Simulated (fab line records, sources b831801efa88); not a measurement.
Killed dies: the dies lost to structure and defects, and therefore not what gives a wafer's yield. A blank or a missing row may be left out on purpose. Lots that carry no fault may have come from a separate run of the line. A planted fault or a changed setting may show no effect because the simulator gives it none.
Which tool is to blame? + flow gf180mcu + 34 wafers from 12 lots sampled at 5 of the route's 602 steps

WHAT EACH GAUGE READ, for each wafer
GF_V4_CD_MEAS_14 targets a cd of 260 nm. Usual: cdNm reads 260.3 nm (standard deviation 1.2).
| lot  | measured     | on       | cdNm (nm)         | flag |
|------|--------------|----------|-------------------|------|
| L953 | day 24 16:56 | cdSem-02 | 258.7 260.0 260.2 |      |
| L955 | day 25 08:17 | cdSem-01 | 259.2 259.8 259.2 |      |
| L956 | day 25 11:15 | cdSem-02 | 260.4 259.3 260.3 |      |
| L957 | day 26 01:43 | cdSem-02 | 260.1 259.2 259.4 |      |
| L958 | day 26 11:01 | cdSem-01 | 259.2 260.6 260.2 |      |
| L960 | day 26 19:31 | cdSem-02 | 263.4 262.8 262.7 |      |
| L961 | day 27 02:28 | cdSem-02 | 259.5 259.8 260.1 |      |
| L968 | day 29 16:44 | cdSem-01 | 258.6 260.0       |      |
| L969 | day 30 01:17 | cdSem-02 | 259.3 258.5       |      |
| L973 | day 30 20:51 | cdSem-01 | 261.4 260.1 260.1 |      |
| L974 | day 31 01:29 | cdSem-01 | 258.3 258.7 258.8 |      |
| L976 | day 31 16:21 | cdSem-01 | 260.0 259.7 259.8 |      |

GF_V5_OVL_MEAS_15. Usual: for V5_OVL the level is -4 nm and the standard deviation is 4.8.
| lot  | measured     | on         | V5_OVL (nm) | flag |
|------|--------------|------------|-------------|------|
| L953 | day 27 11:49 | overlay-02 | -2 -7 -8    |      |
| L955 | day 28 01:48 | overlay-01 | -11 -5 -5   |      |
| L956 | day 28 05:46 | overlay-02 | -6 -6 -5    |      |
| L957 | day 28 17:10 | overlay-01 | 1 -4 -5     |      |
| L958 | day 29 01:39 | overlay-01 | -7 -2 -3    |      |
| L960 | day 29 11:06 | overlay-01 | 7 -2 7      |      |
| L961 | day 29 17:04 | overlay-01 | -2 -8 -7    |      |
| L968 | day 32 02:26 | overlay-02 | -2 -2       |      |
| L969 | day 32 09:51 | overlay-02 | 5 4         |      |
| L973 | day 33 02:56 | overlay-01 | 1 -1 0      |      |
| L974 | day 33 09:06 | overlay-01 | -4 6 -4     |      |
| L976 | day 33 21:59 | overlay-02 | -7 -4 -6    |      |

GF_TOP_METAL_RS_MEAS_05: uses a four-point probe to measure. Usual: for TOP_METAL_ALCU_RS the level is 0.0330 ohm/sq and the standard deviation is 0.00033.
| lot  | measured     | on           | TOP_METAL_ALCU_RS (ohm/sq) | flag |
|------|--------------|--------------|----------------------------|------|
| L953 | day 27 13:29 | filmMetro-04 | 0.0328 0.0328 0.0333       |      |
| L955 | day 28 03:26 | filmMetro-04 | 0.0326 0.0329 0.0328       |      |
| L956 | day 28 07:26 | filmMetro-03 | 0.0326 0.0328 0.0330       |      |
| L957 | day 28 18:49 | filmMetro-04 | 0.0329 0.0329 0.0330       |      |
| L958 | day 29 03:23 | filmMetro-02 | 0.0325 0.0334 0.0324       |      |
| L960 | day 29 12:49 | filmMetro-04 | 0.0334 0.0329 0.0323       |      |
| L961 | day 29 18:43 | filmMetro-03 | 0.0335 0.0332 0.0333       |      |
| L968 | day 32 04:12 | filmMetro-03 | 0.0327 0.0441              | OFF  |
| L969 | day 32 11:31 | filmMetro-03 | 0.0434 0.0326              | OFF  |
| L973 | day 33 04:35 | filmMetro-04 | 0.0332 0.0330 0.0331       |      |
| L974 | day 33 10:44 | filmMetro-02 | 0.0326 0.0330 0.0334       |      |
| L976 | day 33 23:49 | filmMetro-02 | 0.0327 0.0335 0.0334       |      |

GF_TOP_METAL_THK_MEAS_06: measures by xrf. Usual: for TOP_METAL_ALCU_THK the level is 897 nm and the standard deviation is 9.
| lot  | measured     | on           | TOP_METAL_ALCU_THK (nm) | flag |
|------|--------------|--------------|-------------------------|------|
| L953 | day 27 13:37 | filmMetro-04 | 904 905 889             |      |
| L955 | day 28 03:33 | filmMetro-04 | 907 898 898             |      |
| L956 | day 28 07:33 | filmMetro-03 | 904 898 891             |      |
| L957 | day 28 18:56 | filmMetro-04 | 904 898 901             |      |
| L958 | day 29 03:29 | filmMetro-02 | 909 888 915             |      |
| L960 | day 29 12:54 | filmMetro-04 | 890 905 917             |      |
| L961 | day 29 18:50 | filmMetro-03 | 879 886 887             |      |
| L968 | day 32 04:17 | filmMetro-03 | 901 671                 | OFF  |
| L969 | day 32 11:37 | filmMetro-03 | 679 911                 | OFF  |
| L973 | day 33 04:42 | filmMetro-04 | 892 897 896             |      |
| L974 | day 33 10:52 | filmMetro-02 | 911 904 890             |      |
| L976 | day 33 23:56 | filmMetro-02 | 906 885 885             |      |

WHAT TOOL EACH LOT RAN ON (gives the tool, then ch and the chambers of the sampled wafers, and finally the start)
| lot  | GF_TOP_METAL_SPUTTER_02     |
|------|-----------------------------|
| L953 | pvdSputter-04, day 27 13:24 |
| L955 | pvdSputter-02, day 28 03:20 |
| L956 | pvdSputter-02, day 28 07:20 |
| L957 | pvdSputter-04, day 28 18:43 |
| L958 | pvdSputter-01, day 29 03:15 |
| L960 | pvdSputter-01, day 29 12:41 |
| L961 | pvdSputter-02, day 29 18:37 |
| L968 | pvdSputter-02, day 32 04:03 |
| L969 | pvdSputter-02, day 32 11:23 |
| L973 | pvdSputter-04, day 33 04:29 |
| L974 | pvdSputter-01, day 33 10:39 |
| L976 | pvdSputter-01, day 33 23:44 |
- GF_TOP_METAL_SPUTTER_02: material AlCu, target thk 900 nm, time 47.82 s.

AS READ BY THE TOOLS THEMSELVES (means over the sampled wafers that have a number; for cases with no such wafer, the mark the record gives instead)
GF_TOP_METAL_SPUTTER_02. Usual: throttleValvePct reads 29.8 % (standard deviation 1.1).
| lot  | tool          | throttleValvePct (%) | flag |
|------|---------------|----------------------|------|
| L953 | pvdSputter-04 | 28.8                 |      |
| L955 | pvdSputter-02 | 29.4                 |      |
| L956 | pvdSputter-02 | 30.0                 |      |
| L957 | pvdSputter-04 | 28.9                 |      |
| L958 | pvdSputter-01 | 30.9                 |      |
| L960 | pvdSputter-01 | 30.8                 |      |
| L961 | pvdSputter-02 | 29.4                 |      |
| L968 | pvdSputter-02 | 28.4                 |      |
| L969 | pvdSputter-02 | 29.2                 |      |
| L973 | pvdSputter-04 | 29.2                 |      |
| L974 | pvdSputter-01 | 30.9                 |      |
| L976 | pvdSputter-01 | 30.5                 |      |

THE ANSWER, worked out from the rows above alone
Rule: lot off if the mean of its wafers having a number is beyond 3 standard deviations from the usual mean. Also off: a lot with no number at a reading for which 4 or more lots have one. The other lots that the step has rows for count as sound. First the gauges in route order, then the tools' own readings, where a lot's mean is used as printed above. At the first step where some lot is off, the reading lying furthest off is the one used; lots without a number count as furthest.
Off: L968, L969, at GF_TOP_METAL_RS_MEAS_05 (TOP_METAL_ALCU_RS).
If a tool, at a process step before that reading, ran all the lots that are off and no sound lot after the first of them, it fits. The gauges at GF_TOP_METAL_RS_MEAS_05 are tried like those tools. This does not decide it: 2 tools fit, namely pvdSputter-02 at GF_TOP_METAL_SPUTTER_02 and filmMetro-03 at GF_TOP_METAL_RS_MEAS_05.

WHAT THE SIMULATOR PUT IN
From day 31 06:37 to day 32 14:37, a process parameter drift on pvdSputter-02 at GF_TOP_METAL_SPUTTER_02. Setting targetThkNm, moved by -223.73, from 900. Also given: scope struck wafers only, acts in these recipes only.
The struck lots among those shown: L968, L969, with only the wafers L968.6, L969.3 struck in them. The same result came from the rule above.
